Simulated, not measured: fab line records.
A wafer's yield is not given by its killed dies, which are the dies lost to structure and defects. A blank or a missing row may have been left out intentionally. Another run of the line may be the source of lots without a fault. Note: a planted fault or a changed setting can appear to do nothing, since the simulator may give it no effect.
fab line records	flow sfq-line
record lots=5	wafers=23
route steps=325 shown M4@149 I4@167 JJ@180 M5@201 R5@214
start-h: the number of hours between the record's first day and the start of the first shown wafer of the lot	wait-h: hours from the lot's prior step to this one	" as in the row above	L1.1+2: one row covering several wafers at once	- value missing, or start not given	* or withheld: withheld	< > ~ a bound
route shown NAME@n: NAME is a module with steps in the file, n the number in the route of the first one	usual: mean and standard deviation over wafers with no fault	same: alike in all rows	chamber/n: place in a boat	sites: each site's reading	_std_site: their standard deviation	_edge_site: inner sites' mean taken away from outer sites' mean	radius-mm: for every site, how far away it sits from the centre of the wafer	mask NAME#n: copy n	behind: the last tool/chamber to shape the wafer	hold: why the lot went on hold/how many hours it stayed there/how the hold came to an end	device: names the non-switching transistor (n, p or np)	end of line: the tests these same wafers got at the end of their route	step lacking rows: just its recipe	killed: not the wafer's yield, but the dies lost to structure and defects at the first sort	map: per-die view of a wafer (x killed, . not killed, _ where there is no die)
set.NAME: the setting as run; set.NAME@STEP: as run at that earlier step	model.NAME: the simulator's own value behind a step, which no gauge read
lots whose settings were changed on purpose; a table a step, a row a wafer
## steps
# step SFQ_TRILAYER_M4_DEP_SPUTTER_091
# recipe material=Nb	base-pressure-pa=1.33e-06	chamber-pressure-pa=0.1333	substrate-temp-c=20	resputter-cathode-voltage-v=400	target-thk-nm=200	power-w=2000	time-s=133.3
lot.wafer	tool	chamber	start-h	wait-h	set.power-w	model.Nb_of_TRILAYER_M4_DEP_SPUTTER_091.thk-nm
L074.1	pvd-sputter-06	-	1065.18	0.0	2000	202.5
L074.2	"	-	"	"	2000	200.8
L074.3	"	-	"	"	2000	200.9
L074.5	"	-	"	"	2000	201.2
L074.6	"	-	"	"	2000	201.4
L078.1	pvd-sputter-03	-	1075.77	0.0	2000	198.4
L078.3	"	-	"	"	2000	198.6
L078.4	"	-	"	"	1894	193.4
L078.5	"	-	"	"	1894	187.7
L078.6	"	-	"	"	1894	192.4
L079.1	pvd-sputter-03	-	1078.17	0.0	2000	197.7
L079.2	"	-	"	"	2000	198.3
L079.4	"	-	"	"	2000	197.6
L082.1	pvd-sputter-06	-	1085.36	0.0	2170	214.8
L082.2	"	-	"	"	2170	218.3
L082.3	"	-	"	"	2000	198.7
L082.5	"	-	"	"	2000	197.7
L082.6	"	-	"	"	2000	199.9
L083.1	pvd-sputter-03	-	1091.36	0.0	2188	214.9
L083.2	"	-	"	"	2000	195.5
L083.4	"	-	"	"	2188	216.3
L083.5	"	-	"	"	2000	200.3
L083.6	"	-	"	"	2000	197.3
# step SFQ_M4_RS_MEAS_924
# recipe thk-meas-gauge=four-point-probe	reads=Nb_of_TRILAYER_M4_DEP_SPUTTER_091
# usual M4_NB_RS=0.894/0.01
lot.wafer	tool	chamber	start-h	wait-h	set.power-w@TRILAYER_M4_DEP_SPUTTER_091	M4_NB_RS[ohm/sq]
L074.1	film-metro-03	-	1065.27	0.0	2000	0.881
L074.2	"	-	"	"	2000	0.885
L074.3	"	-	"	"	2000	0.885
L074.5	"	-	"	"	2000	0.885
L074.6	"	-	"	"	2000	0.883
L078.1	film-metro-03	-	1075.86	0.0	2000	0.897
L078.3	"	-	"	"	2000	0.896
L078.4	"	-	"	"	1894	0.919
L078.5	"	-	"	"	1894	0.947
L078.6	"	-	"	"	1894	0.925
L079.1	film-metro-02	-	1078.26	0.0	2000	0.903
L079.2	"	-	"	"	2000	0.900
L079.4	"	-	"	"	2000	0.902
L082.1	film-metro-03	-	1085.45	0.0	2170	0.827
L082.2	"	-	"	"	2170	0.815
L082.3	"	-	"	"	2000	0.896
L082.5	"	-	"	"	2000	0.899
L082.6	"	-	"	"	2000	0.891
L083.1	film-metro-03	-	1091.45	0.0	2188	0.828
L083.2	"	-	"	"	2000	0.910
L083.4	"	-	"	"	2188	0.824
L083.5	"	-	"	"	2000	0.888
L083.6	"	-	"	"	2000	0.902
# step SFQ_TRILAYER_M4_LITHO_COAT_093
# recipe resist=KrF	spin-rpm=3000	resist-thk-nm=600
lot.wafer	tool	chamber	start-h	wait-h	set.spin-rpm	model.KrF_of_TRILAYER_M4_LITHO_COAT_093.thk-nm
L074.1	litho-track-02	0	1065.75	0.2	3000	601.3
L074.2	"	0	"	"	2893	613.3
L074.3	"	0	"	"	3000	602
L074.5	"	0	"	"	2893	613.6
L074.6	"	0	"	"	2893	612.9
L078.1	litho-track-01	0	1076.34	0.2	3000	598.4
L078.3	"	0	"	"	3070	592.5
L078.4+6	"	0	"	"	3070	-
L078.5	"	0	"	"	3000	-
L079.1	litho-track-01	0	1078.74	0.2	3000	601
L079.2	"	0	"	"	3000	600.4
L079.4	"	0	"	"	3000	598.3
L082.1+2	litho-track-03	0	1085.93	0.2	2827	-
L082.3	"	0	"	"	3000	602.1
L082.5	"	0	"	"	2827	615.6
L082.6	"	0	"	"	3000	599.6
L083.1	litho-track-02	0	1091.93	0.2	3131	-
L083.2	"	0	"	"	3000	602.6
L083.4	"	0	"	"	3000	-
L083.5	"	0	"	"	3131	590.3
L083.6	"	0	"	"	3000	603.4
# step SFQ_TRILAYER_M4_BARC_OPEN_METAL_ETCH_123
# recipe mask-material=PR	chemistry=O2	target-depth-nm=125	target=BARC	icp-w=600	bias-w=80	pressure-mtorr=10	time-s=41.7
lot.wafer	tool	chamber	start-h	wait-h	set.pressure-mtorr	set.spin-rpm@TRILAYER_M4_LITHO_COAT_093	model.KrF_of_TRILAYER_M4_LITHO_COAT_093.thk-nm
L074.1	rie-metal-04	0	1181.23	0.0	10	3000	525.2
L074.2	"	1	"	"	10	2893	535.1
L074.3	"	1	"	"	10	3000	523.6
L074.5	"	0	"	"	10	2893	537.4
L074.6	"	1	"	"	10	2893	534.3
L078.1	rie-metal-04	1	1196.96	0.0	10.89	3000	519.3
L078.3	"	1	"	"	10.89	3070	512.9
L078.4+6	"	0,1	"	"	10.89	3070	-
L078.5	"	0	"	"	10.89	3000	-
L079.1	rie-metal-01	1	1201.76	0.0	10	3000	525.9
L079.2	"	0	"	"	10	3000	525.2
L079.4	"	1	"	"	10	3000	523
L082.1+2	rie-metal-04	1	1214.96	0.0	8.849	2827	-
L082.3	"	1	"	"	8.849	3000	524.1
L082.5	"	1	"	"	8.849	2827	537.3
L082.6	"	1	"	"	8.849	3000	521.4
L083.1	rie-metal-04	0	1224.56	0.0	10	3131	-
L083.2	"	1	"	"	10	3000	524
L083.4	"	1	"	"	10	3000	-
L083.5	"	1	"	"	10	3131	511.7
L083.6	"	0	"	"	10	3000	526.9
# step SFQ_TRILAYER_M4_ETCH_METAL_ETCH_096
# recipe target=Nb	stop-on=SiO2	mask-material=PR	chemistry=Cl2/Ar	target-depth-nm=240	icp-w=600	bias-w=80	pressure-mtorr=10	time-s=120
# usual oes-product-au=0.891/0.0077
lot.wafer	tool	chamber	start-h	wait-h	set.power-w@TRILAYER_M4_DEP_SPUTTER_091	oes-product-au
L074.1	rie-metal-04	0	1181.29	0.0	2000	0.891
L074.2	"	1	"	"	2000	0.902
L074.3	"	1	"	"	2000	0.893
L074.5	"	0	"	"	2000	0.895
L074.6	"	1	"	"	2000	0.901
L078.1	rie-metal-04	1	1197.02	0.0	2000	0.886
L078.3	"	1	"	"	2000	0.894
L078.4	"	0	"	"	1894	0.879
L078.5	"	0	"	"	1894	0.859
L078.6	"	1	"	"	1894	0.878
L079.1	rie-metal-01	1	1201.82	0.0	2000	0.889
L079.2	"	0	"	"	2000	0.883
L079.4	"	1	"	"	2000	0.887
L082.1	rie-metal-04	1	1215.07	0.1	2170	0.930
L082.2	"	1	"	"	2170	0.942
L082.3	"	1	"	"	2000	0.896
L082.5	"	1	"	"	2000	0.887
L082.6	"	1	"	"	2000	0.895
L083.1	rie-metal-04	0	1224.62	0.0	2188	0.922
L083.2	"	1	"	"	2000	0.876
L083.4	"	1	"	"	2188	0.933
L083.5	"	1	"	"	2000	0.887
L083.6	"	0	"	"	2000	0.893
# step SFQ_TRILAYER_I4_VIA_LITHO_COAT_108
# recipe resist=BARC	spin-rpm=3000	resist-thk-nm=62
lot.wafer	tool	chamber	start-h	wait-h	set.resist-thk-nm	model.BARC_of_TRILAYER_I4_VIA_LITHO_COAT_108.thk-nm
L074.1	litho-track-04	0	1189.68	1.0	62	61.61
L074.2	"	0	"	"	62	61.52
L074.3	"	0	"	"	62	61.64
L074.5	"	0	"	"	62	61.65
L074.6	"	0	"	"	62	61.5
L078.1	litho-track-01	0	1205.50	1.0	62	61.88
L078.3	"	0	"	"	58.92	58.96
L078.4	"	0	"	"	62	62.14
L078.5	"	0	"	"	58.92	58.94
L078.6	"	0	"	"	62	61.9
L079.1+2	litho-track-02	0	1211.50	1.0	62	62.24
L079.4	"	0	"	"	62	62.22
L082.1	litho-track-01	0	1226.10	1.0	64.62	64.14
L082.2	"	0	"	"	62	61.52
L082.3	"	0	"	"	62	61.6
L082.5	"	0	"	"	62	61.65
L082.6	"	0	"	"	64.62	64.1
L083.1+6	litho-track-04	0	1235.10	1.0	62	61.76
L083.2+5	"	0	"	"	62	61.69
L083.4	"	0	"	"	62	61.82
# step SFQ_TRILAYER_I4_VIA_BARC_OPEN_VIA_ETCH_146
# recipe mask-material=PR	chemistry=O2	target-depth-nm=125	target=BARC	source-w=500	bias-w=80	pressure-mtorr=30	time-s=41.7
lot.wafer	tool	chamber	start-h	wait-h	set.time-s	model.KrF_of_TRILAYER_I4_VIA_LITHO_COAT_103.thk-nm
L074.1	rie-diel-04	3	1322.75	0.0	47.07	564.3
L074.2	"	0	"	"	47.07	565
L074.3	"	1	"	"	47.07	562.2
L074.5	"	1	"	"	41.7	570.6
L074.6	"	3	"	"	41.7	570.8
L078.1	rie-diel-01	1	1337.15	0.0	39.88	575.3
L078.3	"	3	"	"	41.7	572.7
L078.4	"	0	"	"	39.88	572.8
L078.5	"	0	"	"	39.88	573.5
L078.6	"	1	"	"	41.7	570.1
L079.1	rie-diel-01	1	1341.95	0.0	41.7	573.2
L079.2	"	2	"	"	41.7	574.5
L079.4	"	0	"	"	41.7	574.3
L082.1	rie-diel-01	2	1357.52	0.0	38.03	578.1
L082.2	"	3	"	"	41.7	572.9
L082.3	"	0	"	"	41.7	570.2
L082.5	"	2	"	"	38.03	575.6
L082.6	"	3	"	"	38.03	576.9
L083.1	rie-diel-01	2	1369.52	0.0	41.7	573.7
L083.2	"	0	"	"	41.7	573.2
L083.4	"	1	"	"	37.83	576
L083.5	"	1	"	"	37.83	574.5
L083.6	"	0	"	"	41.7	570.3
# step SFQ_TRILAYER_JJ_TRILAYER_DEP_SPUTTER_110
# recipe material=Al	base-pressure-pa=1.33e-06	target-thk-nm=8	power-w=500	time-s=10	chamber-pressure-pa=0.4
lot.wafer	tool	chamber	start-h	wait-h	set.time-s	model.Al_of_TRILAYER_JJ_TRILAYER_DEP_SPUTTER_110.thk-nm
L074.1	pvd-sputter-05	-	1323.78	0.0	10	8.035
L074.2	"	-	"	"	11.24	8.782
L074.3	"	-	"	"	11.24	8.897
L074.5	"	-	"	"	10	7.931
L074.6	"	-	"	"	10	7.894
L078.1	pvd-sputter-04	-	1338.39	0.0	11.23	9.164
L078.3	"	-	"	"	10	8.36
L078.4	"	-	"	"	10	8.203
L078.5	"	-	"	"	10	8.181
L078.6	"	-	"	"	11.23	9.481
L079.1	pvd-sputter-04	-	1342.98	0.0	10	8.148
L079.2	"	-	"	"	10	8.122
L079.4	"	-	"	"	10	8.362
L082.1	pvd-sputter-03	-	1358.77	0.0	10	8.051
L082.2	"	-	"	"	10	8.073
L082.3	"	-	"	"	10	7.828
L082.5	"	-	"	"	10	8.086
L082.6	"	-	"	"	10	7.83
L083.1	pvd-sputter-03	-	1370.73	0.0	9.289	7.174
L083.2	"	-	"	"	10	7.981
L083.4	"	-	"	"	10	7.661
L083.5	"	-	"	"	10	7.957
L083.6	"	-	"	"	9.289	7.519
# step SFQ_TRILAYER_JJ_CE_LITHO_COAT_114
# recipe resist=KrF	spin-rpm=3000	resist-thk-nm=600
lot.wafer	tool	chamber	start-h	wait-h	set.resist-thk-nm	model.KrF_of_TRILAYER_JJ_CE_LITHO_COAT_114.thk-nm
L074.1	litho-track-03	0	1325.36	0.2	600	598.6
L074.2	"	0	"	"	600	599.3
L074.3	"	0	"	"	600	598.7
L074.5	"	0	"	"	600	598.8
L074.6	"	0	"	"	600	599.5
L078.1	litho-track-04	0	1339.98	0.2	600	602.7
L078.3	"	0	"	"	610.6	611.9
L078.4	"	0	"	"	610.6	612.8
L078.5	"	0	"	"	600	602.6
L078.6	"	0	"	"	600	602.3
L079.1	litho-track-03	0	1344.56	0.2	600	599.5
L079.2	"	0	"	"	600	599.4
L079.4	"	0	"	"	600	598.4
L082.1	litho-track-04	0	1360.35	0.2	628	631.1
L082.2	"	0	"	"	600	601.3
L082.3	"	0	"	"	600	601.6
L082.5	"	0	"	"	628	629.1
L082.6	"	0	"	"	600	602.7
L083.1	litho-track-01	0	1372.31	0.2	610.7	609.2
L083.2	"	0	"	"	600	597.5
L083.4	"	0	"	"	610.7	608.3
L083.5	"	0	"	"	600	598.9
L083.6	"	0	"	"	610.7	609.5
# step SFQ_TRILAYER_JJ_CE_LITHO_PEB_117
# recipe peb-temp-c=115	peb-time-s=60	resist=KrF
lot.wafer	tool	chamber	start-h	wait-h	set.peb-temp-c
L074.1+2+5	litho-track-01	0	1327.01	1.0	115
L074.3+6	"	0	"	"	116.3
L078.1+3+4	litho-track-04	0	1342.73	1.0	115
L078.5+6	"	0	"	"	112.3
L079.1+2+4	litho-track-03	0	1346.21	1.0	115
L082.1+3	litho-track-04	0	1362.27	1.0	115
L082.2+5+6	"	0	"	"	117
L083.1+4	litho-track-01	0	1373.96	1.0	112.9
L083.2+5+6	"	0	"	"	115
# step SFQ_TRILAYER_JJ_CE_LITHO_DEVELOP_116
# recipe time-s=60	resist=KrF
# step SFQ_TRILAYER_JJ_CE_METRO_MEASURE_117
# usual cd-nm=699.9/0.91
lot.wafer	tool	chamber	start-h	wait-h	set.peb-temp-c@TRILAYER_JJ_CE_LITHO_PEB_117	cd-nm
L074.1	cd-sem-02	-	1327.35	0.0	115	699.6
L074.2	"	-	"	"	115	699.4
L074.3	"	-	"	"	116.3	676.1
L074.5	"	-	"	"	115	699.8
L074.6	"	-	"	"	116.3	676.3
L078.1	cd-sem-02	-	1343.07	0.0	115	700.6
L078.3	"	-	"	"	115	699.7
L078.4	"	-	"	"	115	701.7
L078.5	"	-	"	"	112.3	757.2
L078.6	"	-	"	"	112.3	755.7
L079.1	cd-sem-01	-	1346.55	0.0	115	699.4
L079.2	"	-	"	"	115	700.2
L079.4	"	-	"	"	115	699.0
L082.1	cd-sem-02	-	1362.61	0.0	115	700.3
L082.2	"	-	"	"	117	666.1
L082.3	"	-	"	"	115	700.4
L082.5	"	-	"	"	117	667.0
L082.6	"	-	"	"	117	666.4
L083.1	cd-sem-01	-	1374.30	0.0	112.9	741.6
L083.2	"	-	"	"	115	699.4
L083.4	"	-	"	"	112.9	741.5
L083.5	"	-	"	"	115	699.5
L083.6	"	-	"	"	115	699.9
# step SFQ_TRILAYER_JJ_CE_BARC_OPEN_RIE_150
# recipe mask-material=PR	chemistry=O2	target-depth-nm=240	target=BARC	icp-w=600	bias-w=80	pressure-mtorr=10	time-s=80
lot.wafer	tool	chamber	start-h	wait-h	set.peb-temp-c@TRILAYER_JJ_CE_LITHO_PEB_117	model.JJ.cd-nm
L074.1	rie-metal-02	1	1328.55	1.0	115	697.8
L074.2	"	0	"	"	115	702.4
L074.3	"	0	"	"	116.3	679.7
L074.5	"	1	"	"	115	698.4
L074.6	"	0	"	"	116.3	679.1
L078.1	rie-metal-02	1	1344.27	1.0	115	697.3
L078.3	"	1	"	"	115	697.4
L078.4	"	0	"	"	115	703.7
L078.5	"	0	"	"	112.3	758.5
L078.6	"	1	"	"	112.3	752.6
L079.1	rie-metal-01	1	1347.75	1.0	115	698.6
L079.2	"	0	"	"	115	700.4
L079.4	"	0	"	"	115	699.2
L082.1	rie-metal-02	0	1363.81	1.0	115	701.9
L082.2	"	0	"	"	117	669.2
L082.3	"	0	"	"	115	702.8
L082.5	"	0	"	"	117	669.4
L082.6	"	0	"	"	117	668.9
L083.1	rie-metal-01	0	1375.50	1.0	112.9	743
L083.2	"	1	"	"	115	699.2
L083.4	"	1	"	"	112.9	742.3
L083.5	"	0	"	"	115	700.8
L083.6	"	1	"	"	115	698.4
# step SFQ_TRILAYER_M5_LITHO_EXPOSE_124
# recipe mask-id=M5	na=0.6	source-shape=conventional	sigma-outer=0.65	target-cd-nm=700	dose-mj=14.4
lot.wafer	tool	chamber	start-h	wait-h	mask	set.dose-mj
L074.1+3+5	krf-scanner-01	0	1472.34	-	M5#0	14.4
L074.2+6	"	0	"	"	M5#0	13.53
L078.1+3+6	krf-scanner-01	0	1485.54	-	M5#0	14.4
L078.4+5	"	0	"	"	M5#0	15.2
L079.1+2+4	krf-scanner-02	0	1490.42	-	M5#0	14.4
L082.1+2+3+5+6	krf-scanner-02	0	1509.62	-	M5#0	14.4
L083.1+5	krf-scanner-02	0	1521.62	-	M5#0	14.4
L083.2+4+6	"	0	"	"	M5#0	15.02
# step SFQ_TRILAYER_M5_LITHO_PEB_126
# recipe peb-temp-c=115	peb-time-s=60	resist=KrF
# step SFQ_TRILAYER_M5_LITHO_DEVELOP_125
# recipe time-s=60	resist=KrF
# step SFQ_TRILAYER_M5_BARC_OPEN_METAL_ETCH_161
# recipe mask-material=PR	chemistry=O2	target-depth-nm=125	target=BARC	icp-w=600	bias-w=82.76	pressure-mtorr=10	time-s=41.7
lot.wafer	tool	chamber	start-h	wait-h	set.dose-mj@TRILAYER_M5_LITHO_EXPOSE_124	model.M5.cd-nm
L074.1	rie-metal-02	1	1473.88	0.0	14.4	701
L074.2	"	0	"	"	13.53	707.2
L074.3	"	0	"	"	14.4	699
L074.5	"	1	"	"	14.4	700.5
L074.6	"	0	"	"	13.53	708.3
L078.1	rie-metal-03	1	1487.08	0.0	14.4	700.6
L078.3	"	1	"	"	14.4	700.7
L078.4	"	0	"	"	15.2	691.6
L078.5	"	1	"	"	15.2	692.1
L078.6	"	0	"	"	14.4	701.3
L079.1	rie-metal-02	0	1491.96	0.0	14.4	697.9
L079.2	"	1	"	"	14.4	699.9
L079.4	"	1	"	"	14.4	701.6
L082.1	rie-metal-03	1	1511.16	0.0	14.4	699.5
L082.2	"	0	"	"	14.4	700.8
L082.3	"	1	"	"	14.4	698.7
L082.5	"	1	"	"	14.4	699.9
L082.6	"	0	"	"	14.4	699.4
L083.1	rie-metal-03	1	1523.16	0.0	14.4	698.9
L083.2	"	0	"	"	15.02	693
L083.4	"	1	"	"	15.02	691
L083.5	"	0	"	"	14.4	699.6
L083.6	"	1	"	"	15.02	693.3
# step SFQ_TRILAYER_R5_DEP_SPUTTER_134
# recipe material=Ti	base-pressure-pa=1.33e-06	target-thk-nm=5	power-w=2000	time-s=5	chamber-pressure-pa=0.4
lot.wafer	tool	chamber	start-h	wait-h	set.power-w	model.Ti_of_TRILAYER_R5_DEP_SPUTTER_134.thk-nm
L074.1	pvd-sputter-06	-	1481.78	0.0	1829	4.603
L074.2	"	-	"	"	2000	5.08
L074.3	"	-	"	"	2000	4.812
L074.5	"	-	"	"	1829	4.414
L074.6	"	-	"	"	2000	4.988
L078.1	pvd-sputter-04	-	1492.47	0.0	2000	5.036
L078.3	"	-	"	"	2000	4.908
L078.4	"	-	"	"	1828	4.537
L078.5	"	-	"	"	1828	4.408
L078.6	"	-	"	"	1828	4.454
L079.1	pvd-sputter-04	-	1497.35	0.0	2000	4.911
L079.2	"	-	"	"	2000	5.082
L079.4	"	-	"	"	2000	4.866
L082.1	pvd-sputter-04	-	1518.35	0.0	2000	4.757
L082.2	"	-	"	"	1823	4.427
L082.3	"	-	"	"	2000	5.106
L082.5	"	-	"	"	2000	4.887
L082.6	"	-	"	"	1823	4.373
L083.1	pvd-sputter-04	-	1529.07	0.0	2000	4.724
L083.2	"	-	"	"	2000	4.632
L083.4	"	-	"	"	2000	4.558
L083.5	"	-	"	"	2000	4.598
L083.6	"	-	"	"	2000	4.607
# step SFQ_TRILAYER_R5_LITHO_PEB_139
# recipe peb-temp-c=115	peb-time-s=60	resist=KrF
lot.wafer	tool	chamber	start-h	wait-h	set.peb-time-s
L074.1+2+6	litho-track-01	0	1486.82	1.0	53.13
L074.3+5	"	0	"	"	60
L078.1+5+6	litho-track-03	0	1630.28	1.0	60
L078.3+4	"	0	"	"	66.7
L079.1+2+4	litho-track-01	0	1634.02	1.0	60
L082.1+5+6	litho-track-03	0	1648.33	1.0	60
L082.2+3	"	0	"	"	56.34
L083.1+2+4	litho-track-02	0	1649.53	1.0	60
L083.5+6	"	0	"	"	52.64
# step SFQ_TRILAYER_R5_BARC_OPEN_METAL_ETCH_177
# recipe mask-material=PR	chemistry=O2	target-depth-nm=125	target=BARC	icp-w=600	bias-w=80	pressure-mtorr=10	time-s=41.7
lot.wafer	tool	chamber	start-h	wait-h	set.icp-w	set.peb-time-s@TRILAYER_R5_LITHO_PEB_139	model.R5.cd-nm
L074.1	rie-metal-02	0	1487.16	0.0	600	53.13	519
L074.2	"	1	"	"	600	53.13	517.1
L074.3	"	1	"	"	600	60	500.9
L074.5	"	0	"	"	624.1	60	501.2
L074.6	"	1	"	"	624.1	53.13	517.9
L078.1+5	rie-metal-01	1	1630.62	0.0	600	60	497.3
L078.3	"	0	"	"	553	66.7	483.6
L078.4	"	1	"	"	553	66.7	482.9
L078.6	"	0	"	"	553	60	498.6
L079.1	rie-metal-01	0	1634.36	0.0	600	60	498.7
L079.2	"	1	"	"	600	60	498.3
L079.4	"	1	"	"	600	60	497.9
L082.1	rie-metal-01	1	1648.67	0.0	600	60	498.4
L082.2	"	0	"	"	600	56.34	507.8
L082.3	"	0	"	"	618.9	56.34	507.3
L082.5	"	0	"	"	600	60	497.9
L082.6	"	1	"	"	618.9	60	499.3
L083.1	rie-metal-04	1	1649.87	0.0	600	60	499.8
L083.2	"	0	"	"	600	60	499.2
L083.4	"	0	"	"	570.9	60	499.3
L083.5	"	1	"	"	570.9	52.64	518.7
L083.6	"	0	"	"	600	52.64	520.2
## key
split step=SFQ_TRILAYER_M4_DEP_SPUTTER_091	setting=power-w	stated=2000	by=wafer
response step=SFQ_TRILAYER_M4_DEP_SPUTTER_091	reading=model.Nb_of_TRILAYER_M4_DEP_SPUTTER_091.thk-nm	change=+1.9	per=1%	r=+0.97
response step=SFQ_M4_RS_MEAS_924	reading=M4_NB_RS	change=-0.008	per=1%	r=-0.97
response step=SFQ_TRILAYER_M4_ETCH_METAL_ETCH_096	reading=oes-product-au	change=+0.00458	per=1%	r=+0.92
split step=SFQ_TRILAYER_M4_LITHO_COAT_093	setting=spin-rpm	stated=3000	by=wafer
response step=SFQ_TRILAYER_M4_LITHO_COAT_093	reading=model.KrF_of_TRILAYER_M4_LITHO_COAT_093.thk-nm	change=-2.84	per=1%	r=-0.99
response step=SFQ_TRILAYER_M4_BARC_OPEN_METAL_ETCH_123	reading=model.KrF_of_TRILAYER_M4_LITHO_COAT_093.thk-nm	change=-2.86	per=1%	r=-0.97
split step=SFQ_TRILAYER_M4_BARC_OPEN_METAL_ETCH_123	setting=pressure-mtorr	stated=10	by=lot
response none clear
split step=SFQ_TRILAYER_I4_VIA_LITHO_COAT_108	setting=resist-thk-nm	stated=62	by=wafer
response step=SFQ_TRILAYER_I4_VIA_LITHO_COAT_108	reading=model.BARC_of_TRILAYER_I4_VIA_LITHO_COAT_108.thk-nm	change=+0.605	per=1%	r=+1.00
split step=SFQ_TRILAYER_I4_VIA_BARC_OPEN_VIA_ETCH_146	setting=time-s	stated=41.7	by=wafer
response step=SFQ_TRILAYER_I4_VIA_BARC_OPEN_VIA_ETCH_146	reading=model.KrF_of_TRILAYER_I4_VIA_LITHO_COAT_103.thk-nm	change=-0.497	per=1%	r=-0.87
split step=SFQ_TRILAYER_JJ_TRILAYER_DEP_SPUTTER_110	setting=time-s	stated=10	by=wafer
response step=SFQ_TRILAYER_JJ_TRILAYER_DEP_SPUTTER_110	reading=model.Al_of_TRILAYER_JJ_TRILAYER_DEP_SPUTTER_110.thk-nm	change=+0.0785	per=1%	r=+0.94
split step=SFQ_TRILAYER_JJ_CE_LITHO_COAT_114	setting=resist-thk-nm	stated=600	by=wafer
response step=SFQ_TRILAYER_JJ_CE_LITHO_COAT_114	reading=model.KrF_of_TRILAYER_JJ_CE_LITHO_COAT_114.thk-nm	change=+5.99	per=1%	r=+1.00
split step=SFQ_TRILAYER_JJ_CE_LITHO_PEB_117	setting=peb-temp-c	stated=115	by=wafer
response step=SFQ_TRILAYER_JJ_CE_METRO_MEASURE_117	reading=cd-nm	change=-22.3	per=1%	r=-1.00
response step=SFQ_TRILAYER_JJ_CE_BARC_OPEN_RIE_150	reading=model.JJ.cd-nm	change=-22.1	per=1%	r=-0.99
split step=SFQ_TRILAYER_M5_LITHO_EXPOSE_124	setting=dose-mj	stated=14.4	by=wafer
response step=SFQ_TRILAYER_M5_BARC_OPEN_METAL_ETCH_161	reading=model.M5.cd-nm	change=-1.46	per=1%	r=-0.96
split step=SFQ_TRILAYER_R5_DEP_SPUTTER_134	setting=power-w	stated=2000	by=wafer
response step=SFQ_TRILAYER_R5_DEP_SPUTTER_134	reading=model.Ti_of_TRILAYER_R5_DEP_SPUTTER_134.thk-nm	change=+0.0567	per=1%	r=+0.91
split step=SFQ_TRILAYER_R5_LITHO_PEB_139	setting=peb-time-s	stated=60	by=wafer
response step=SFQ_TRILAYER_R5_BARC_OPEN_METAL_ETCH_177	reading=model.R5.cd-nm	change=-1.48	per=1%	r=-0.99
split step=SFQ_TRILAYER_R5_BARC_OPEN_METAL_ETCH_177	setting=icp-w	stated=600	by=wafer
response none clear
